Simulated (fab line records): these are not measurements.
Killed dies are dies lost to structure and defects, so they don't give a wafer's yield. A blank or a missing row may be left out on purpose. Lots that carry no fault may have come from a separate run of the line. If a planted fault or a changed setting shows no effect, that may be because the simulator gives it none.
What tool caused it? :: flow sfqLine :: Sampling: 14 lots, 42 wafers, 4 of 325 route steps

WHAT THE GAUGES SHOWED, per wafer
No reading from a measuring or inspecting step in the record can be judged against a usual standard deviation.

WHICH TOOL RAN EACH LOT (tool, then ch and the chambers of the sampled wafers, then the start)
lot: L420
SFQ_TRILAYER_I4_VIA_STRIP_STRIP_107: rieMetal-04 ch 1, day 50 17:23
SFQ_TRILAYER_M5_ETCH_METAL_ETCH_126: rieMetal-01 ch 0,1, day 51 07:37
SFQ_TRILAYER_A5B_CMP_CMP_130: cmp-01 ch 1,2, day 51 14:48
SFQ_TRILAYER_R5_BARC_OPEN_METAL_ETCH_177: rieMetal-03 ch 0,1, day 56 07:17

lot: L421
SFQ_TRILAYER_I4_VIA_STRIP_STRIP_107: rieMetal-04 ch 0,1, day 50 19:47
SFQ_TRILAYER_M5_ETCH_METAL_ETCH_126: rieMetal-03 ch 0,1, day 51 08:49
SFQ_TRILAYER_A5B_CMP_CMP_130: cmp-01 ch 0,2,3, day 51 18:18
SFQ_TRILAYER_R5_BARC_OPEN_METAL_ETCH_177: rieMetal-02 ch 0,1, day 56 08:29

lot: L422
SFQ_TRILAYER_I4_VIA_STRIP_STRIP_107: rieMetal-01 ch 1, day 55 09:43
SFQ_TRILAYER_M5_ETCH_METAL_ETCH_126: rieMetal-04 ch 0,1, day 65 09:24
SFQ_TRILAYER_A5B_CMP_CMP_130: cmp-01 ch 0,1,2, day 65 11:27
SFQ_TRILAYER_R5_BARC_OPEN_METAL_ETCH_177: rieMetal-02 ch 0,1, day 65 17:50

lot: L427
SFQ_TRILAYER_I4_VIA_STRIP_STRIP_107: rieMetal-01 ch 0,1, day 61 16:08
SFQ_TRILAYER_M5_ETCH_METAL_ETCH_126: rieMetal-03 ch 0,1, day 66 16:36
SFQ_TRILAYER_A5B_CMP_CMP_130: cmp-02 ch 0,2,3, day 66 19:34
SFQ_TRILAYER_R5_BARC_OPEN_METAL_ETCH_177: rieMetal-03 ch 0,1, day 67 18:52

lot: L431
SFQ_TRILAYER_I4_VIA_STRIP_STRIP_107: rieMetal-04 ch 0,1, day 62 18:53
SFQ_TRILAYER_M5_ETCH_METAL_ETCH_126: rieMetal-04 ch 0,1, day 67 11:53
SFQ_TRILAYER_A5B_CMP_CMP_130: cmp-01 ch 1,2,3, day 67 15:05
SFQ_TRILAYER_R5_BARC_OPEN_METAL_ETCH_177: rieMetal-01 ch 0,1, day 68 00:58

lot: L432
SFQ_TRILAYER_I4_VIA_STRIP_STRIP_107: rieMetal-04 ch 0,1, day 62 20:05
SFQ_TRILAYER_M5_ETCH_METAL_ETCH_126: rieMetal-04 ch 0,1, day 67 16:49
SFQ_TRILAYER_A5B_CMP_CMP_130: cmp-02 ch 0,1,2, day 68 01:34
SFQ_TRILAYER_R5_BARC_OPEN_METAL_ETCH_177: rieMetal-02 ch 0,1, day 68 08:20

lot: L435
SFQ_TRILAYER_I4_VIA_STRIP_STRIP_107: rieMetal-04 ch 0,1, day 63 01:05
SFQ_TRILAYER_M5_ETCH_METAL_ETCH_126: rieMetal-03 ch 0,1, day 68 02:29
SFQ_TRILAYER_A5B_CMP_CMP_130: cmp-01 ch 0,3, day 68 10:05
SFQ_TRILAYER_R5_BARC_OPEN_METAL_ETCH_177: rieMetal-03 ch 0,1, day 73 01:25

lot: L436
SFQ_TRILAYER_I4_VIA_STRIP_STRIP_107: rieMetal-01 ch 0, day 63 03:41
SFQ_TRILAYER_M5_ETCH_METAL_ETCH_126: rieMetal-01 ch 0,1, day 68 07:17
SFQ_TRILAYER_A5B_CMP_CMP_130: cmp-01 ch 0,1,3, day 68 13:35
SFQ_TRILAYER_R5_BARC_OPEN_METAL_ETCH_177: rieMetal-02 ch 0,1, day 73 08:37

lot: L437
SFQ_TRILAYER_I4_VIA_STRIP_STRIP_107: rieMetal-04 ch 0,1, day 63 06:53
SFQ_TRILAYER_M5_ETCH_METAL_ETCH_126: rieMetal-01 ch 1, day 68 10:49
SFQ_TRILAYER_A5B_CMP_CMP_130: cmp-01 ch 0,1,2, day 68 16:35
SFQ_TRILAYER_R5_BARC_OPEN_METAL_ETCH_177: rieMetal-03 ch 1, day 73 12:11

lot: L439
SFQ_TRILAYER_I4_VIA_STRIP_STRIP_107: rieMetal-01 ch 0,1, day 63 16:29
SFQ_TRILAYER_M5_ETCH_METAL_ETCH_126: rieMetal-03 ch 0,1, day 69 12:03
SFQ_TRILAYER_A5B_CMP_CMP_130: cmp-01 ch 0,3, day 69 13:37
SFQ_TRILAYER_R5_BARC_OPEN_METAL_ETCH_177: rieMetal-01 ch 0,1, day 74 06:11

lot: L440
SFQ_TRILAYER_I4_VIA_STRIP_STRIP_107: rieMetal-04 ch 1, day 63 17:41
SFQ_TRILAYER_M5_ETCH_METAL_ETCH_126: rieMetal-01 ch 0,1, day 72 18:15
SFQ_TRILAYER_A5B_CMP_CMP_130: cmp-02 ch 2,3, day 73 00:40
SFQ_TRILAYER_R5_BARC_OPEN_METAL_ETCH_177: rieMetal-03 ch 0,1, day 77 08:58

lot: L441
SFQ_TRILAYER_I4_VIA_STRIP_STRIP_107: rieMetal-04 ch 0,1, day 63 21:17
SFQ_TRILAYER_M5_ETCH_METAL_ETCH_126: rieMetal-01 ch 0,1, day 73 06:15
SFQ_TRILAYER_A5B_CMP_CMP_130: cmp-02 ch 0,1,3, day 73 12:10
SFQ_TRILAYER_R5_BARC_OPEN_METAL_ETCH_177: rieMetal-03 ch 0,1, day 77 20:58

lot: L442
SFQ_TRILAYER_I4_VIA_STRIP_STRIP_107: rieMetal-02 ch 0,1, day 64 01:25
SFQ_TRILAYER_M5_ETCH_METAL_ETCH_126: rieMetal-04 ch 0,1, day 73 11:03
SFQ_TRILAYER_A5B_CMP_CMP_130: cmp-02 ch 0,1,2, day 73 21:10
SFQ_TRILAYER_R5_BARC_OPEN_METAL_ETCH_177: rieMetal-03 ch 0,1, day 78 06:29

lot: L443
SFQ_TRILAYER_I4_VIA_STRIP_STRIP_107: rieMetal-04 ch 0,1, day 64 08:37
SFQ_TRILAYER_M5_ETCH_METAL_ETCH_126: rieMetal-01 ch 0,1, day 73 21:51
SFQ_TRILAYER_A5B_CMP_CMP_130: cmp-02 ch 0,1, day 74 09:40
SFQ_TRILAYER_R5_BARC_OPEN_METAL_ETCH_177: rieMetal-02 ch 0,1, day 78 18:29
- SFQ_TRILAYER_I4_VIA_STRIP_STRIP_107: strips in O2.
- SFQ_TRILAYER_M5_ETCH_METAL_ETCH_126: etches Nb in Cl2/BCl3, stops on SiO2, time 203.2 s, target depth 265 nm.
- SFQ_TRILAYER_A5B_CMP_CMP_130: polishes, stops on Nb, target thk 340.7 nm.
- SFQ_TRILAYER_R5_BARC_OPEN_METAL_ETCH_177: etches BARC in O2, target depth 125 nm, time 41.7 s.

AS READ BY THE TOOLS THEMSELVES (means over the sampled wafers that have a number; for cases with no such wafer, the mark the record gives instead)
SFQ_TRILAYER_I4_VIA_STRIP_STRIP_107. Usual: drypumpMotorCurrentA 5.9 A, standard deviation 0.47; oesProductAu 1.001 a.u., standard deviation 0.012; platenTempC 40.01 C, standard deviation 0.11.
lot: L420
tool: rieMetal-04
drypumpMotorCurrentA (A): 5.1
oesProductAu (a.u.): 1.005
platenTempC (C): 40.07
flag: 

lot: L421
tool: rieMetal-04
drypumpMotorCurrentA (A): 6.0
oesProductAu (a.u.): 1.003
platenTempC (C): 39.99
flag: 

lot: L422
tool: rieMetal-01
drypumpMotorCurrentA (A): 6.1
oesProductAu (a.u.): 0.994
platenTempC (C): 40.03
flag: 

lot: L427
tool: rieMetal-01
drypumpMotorCurrentA (A): 6.0
oesProductAu (a.u.): 0.987
platenTempC (C): 40.13
flag: 

lot: L431
tool: rieMetal-04
drypumpMotorCurrentA (A): 6.0
oesProductAu (a.u.): 0.990
platenTempC (C): 39.98
flag: 

lot: L432
tool: rieMetal-04
drypumpMotorCurrentA (A): 6.0
oesProductAu (a.u.): 0.993
platenTempC (C): 40.00
flag: 

lot: L435
tool: rieMetal-04
drypumpMotorCurrentA (A): 6.0
oesProductAu (a.u.): 0.990
platenTempC (C): 40.04
flag: 

lot: L436
tool: rieMetal-01
drypumpMotorCurrentA (A): 5.9
oesProductAu (a.u.): 1.000
platenTempC (C): 40.02
flag: 

lot: L437
tool: rieMetal-04
drypumpMotorCurrentA (A): 6.0
oesProductAu (a.u.): 0.996
platenTempC (C): 40.15
flag: 

lot: L439
tool: rieMetal-01
drypumpMotorCurrentA (A): 6.0
oesProductAu (a.u.): 1.001
platenTempC (C): 40.01
flag: 

lot: L440
tool: rieMetal-04
drypumpMotorCurrentA (A): 5.1
oesProductAu (a.u.): 1.008
platenTempC (C): 39.95
flag: 

lot: L441
tool: rieMetal-04
drypumpMotorCurrentA (A): 5.6
oesProductAu (a.u.): 1.011
platenTempC (C): 39.91
flag: 

lot: L442
tool: rieMetal-02
drypumpMotorCurrentA (A): 6.0
oesProductAu (a.u.): 1.011
platenTempC (C): 40.05
flag: 

lot: L443
tool: rieMetal-04
drypumpMotorCurrentA (A): 5.6
oesProductAu (a.u.): 0.993
platenTempC (C): 40.04
flag: 

SFQ_TRILAYER_M5_ETCH_METAL_ETCH_126. Usual: biasW 80.01 W, standard deviation 0.23; drypumpMotorCurrentA 6.0 A, standard deviation 0.49; oesProductAu 0.729 a.u., standard deviation 0.0058.
lot: L420
tool: rieMetal-01
biasW (W): 79.91
drypumpMotorCurrentA (A): 6.0
oesProductAu (a.u.): 0.728
flag: 

lot: L421
tool: rieMetal-03
biasW (W): 80.06
drypumpMotorCurrentA (A): 6.0
oesProductAu (a.u.): 0.719
flag: 

lot: L422
tool: rieMetal-04
biasW (W): 79.97
drypumpMotorCurrentA (A): 6.0
oesProductAu (a.u.): 0.734
flag: 

lot: L427
tool: rieMetal-03
biasW (W): 80.08
drypumpMotorCurrentA (A): 6.3
oesProductAu (a.u.): 0.724
flag: 

lot: L431
tool: rieMetal-04
biasW (W): 83.91
drypumpMotorCurrentA (A): 6.0
oesProductAu (a.u.): 0.727
flag: OFF

lot: L432
tool: rieMetal-04
biasW (W): 82.08
drypumpMotorCurrentA (A): 5.6
oesProductAu (a.u.): 0.735
flag: OFF

lot: L435
tool: rieMetal-03
biasW (W): 79.87
drypumpMotorCurrentA (A): 6.3
oesProductAu (a.u.): 0.730
flag: 

lot: L436
tool: rieMetal-01
biasW (W): 79.91
drypumpMotorCurrentA (A): 6.0
oesProductAu (a.u.): 0.726
flag: 

lot: L437
tool: rieMetal-01
biasW (W): 79.96
drypumpMotorCurrentA (A): 6.1
oesProductAu (a.u.): 0.732
flag: 

lot: L439
tool: rieMetal-03
biasW (W): 79.92
drypumpMotorCurrentA (A): 6.0
oesProductAu (a.u.): 0.733
flag: 

lot: L440
tool: rieMetal-01
biasW (W): 80.12
drypumpMotorCurrentA (A): 6.0
oesProductAu (a.u.): 0.732
flag: 

lot: L441
tool: rieMetal-01
biasW (W): 79.84
drypumpMotorCurrentA (A): 6.0
oesProductAu (a.u.): 0.734
flag: 

lot: L442
tool: rieMetal-04
biasW (W): 80.10
drypumpMotorCurrentA (A): 5.6
oesProductAu (a.u.): 0.727
flag: 

lot: L443
tool: rieMetal-01
biasW (W): 80.30
drypumpMotorCurrentA (A): 6.0
oesProductAu (a.u.): 0.726
flag: 

SFQ_TRILAYER_A5B_CMP_CMP_130. Usual: 10.3 A for motorCurrentA, sd 1.3.
lot: L420
tool: cmp-01
motorCurrentA (A): 10.1
flag: 

lot: L421
tool: cmp-01
motorCurrentA (A): 9.8
flag: 

lot: L422
tool: cmp-01
motorCurrentA (A): 10.0
flag: 

lot: L427
tool: cmp-02
motorCurrentA (A): 9.6
flag: 

lot: L431
tool: cmp-01
motorCurrentA (A): 10.1
flag: 

lot: L432
tool: cmp-02
motorCurrentA (A): 11.1
flag: 

lot: L435
tool: cmp-01
motorCurrentA (A): 9.6
flag: 

lot: L436
tool: cmp-01
motorCurrentA (A): 10.0
flag: 

lot: L437
tool: cmp-01
motorCurrentA (A): 10.3
flag: 

lot: L439
tool: cmp-01
motorCurrentA (A): 10.0
flag: 

lot: L440
tool: cmp-02
motorCurrentA (A): 10.1
flag: 

lot: L441
tool: cmp-02
motorCurrentA (A): 10.7
flag: 

lot: L442
tool: cmp-02
motorCurrentA (A): 10.5
flag: 

lot: L443
tool: cmp-02
motorCurrentA (A): 11.9
flag: 

SFQ_TRILAYER_R5_BARC_OPEN_METAL_ETCH_177. Usual: biasW 79.98 W, standard deviation 0.21; drypumpMotorCurrentA 6.09 A, standard deviation 0.28; oesProductAu 0.685 a.u., standard deviation 0.0048.
lot: L420
tool: rieMetal-03
biasW (W): 80.02
drypumpMotorCurrentA (A): 6.02
oesProductAu (a.u.): 0.684
flag: 

lot: L421
tool: rieMetal-02
biasW (W): 79.95
drypumpMotorCurrentA (A): 6.12
oesProductAu (a.u.): 0.681
flag: 

lot: L422
tool: rieMetal-02
biasW (W): 79.88
drypumpMotorCurrentA (A): 6.01
oesProductAu (a.u.): 0.688
flag: 

lot: L427
tool: rieMetal-03
biasW (W): 80.12
drypumpMotorCurrentA (A): 6.33
oesProductAu (a.u.): 0.684
flag: 

lot: L431
tool: rieMetal-01
biasW (W): 79.76
drypumpMotorCurrentA (A): 6.02
oesProductAu (a.u.): 0.686
flag: 

lot: L432
tool: rieMetal-02
biasW (W): 79.91
drypumpMotorCurrentA (A): 6.02
oesProductAu (a.u.): 0.685
flag: 

lot: L435
tool: rieMetal-03
biasW (W): 79.84
drypumpMotorCurrentA (A): 6.01
oesProductAu (a.u.): 0.687
flag: 

lot: L436
tool: rieMetal-02
biasW (W): 79.86
drypumpMotorCurrentA (A): 6.02
oesProductAu (a.u.): 0.686
flag: 

lot: L437
tool: rieMetal-03
biasW (W): 79.69
drypumpMotorCurrentA (A): 5.74
oesProductAu (a.u.): 0.688
flag: 

lot: L439
tool: rieMetal-01
biasW (W): 79.85
drypumpMotorCurrentA (A): 5.99
oesProductAu (a.u.): 0.684
flag: 

lot: L440
tool: rieMetal-03
biasW (W): 79.94
drypumpMotorCurrentA (A): 6.01
oesProductAu (a.u.): 0.685
flag: 

lot: L441
tool: rieMetal-03
biasW (W): 80.07
drypumpMotorCurrentA (A): 6.01
oesProductAu (a.u.): 0.683
flag: 

lot: L442
tool: rieMetal-03
biasW (W): 79.94
drypumpMotorCurrentA (A): 6.01
oesProductAu (a.u.): 0.686
flag: 

lot: L443
tool: rieMetal-02
biasW (W): 79.84
drypumpMotorCurrentA (A): 6.14
oesProductAu (a.u.): 0.685
flag: 

THE ANSWER, worked out from the rows above alone
Rule: take the mean of a lot's wafers that have a number; if it is more than 3 standard deviations from the usual mean, the lot is off. A lot without any number at a reading at which 4 lots or more have one is off too. Any other lot the step has rows for is counted as sound. After the gauges, taken in route order, come the tools' own readings; for these a lot's mean is taken, as printed above. At the first step where some lot is off, the reading lying furthest off is the one used; lots without a number count as furthest.
Off, at SFQ_TRILAYER_M5_ETCH_METAL_ETCH_126 on biasW: L431, L432.
If a tool, at that step or one of the process steps before it, ran each lot that is off and ran no sound lot following the first of them, it fits. None of those tried fits.

WHAT THE SIMULATOR HAD INSERTED
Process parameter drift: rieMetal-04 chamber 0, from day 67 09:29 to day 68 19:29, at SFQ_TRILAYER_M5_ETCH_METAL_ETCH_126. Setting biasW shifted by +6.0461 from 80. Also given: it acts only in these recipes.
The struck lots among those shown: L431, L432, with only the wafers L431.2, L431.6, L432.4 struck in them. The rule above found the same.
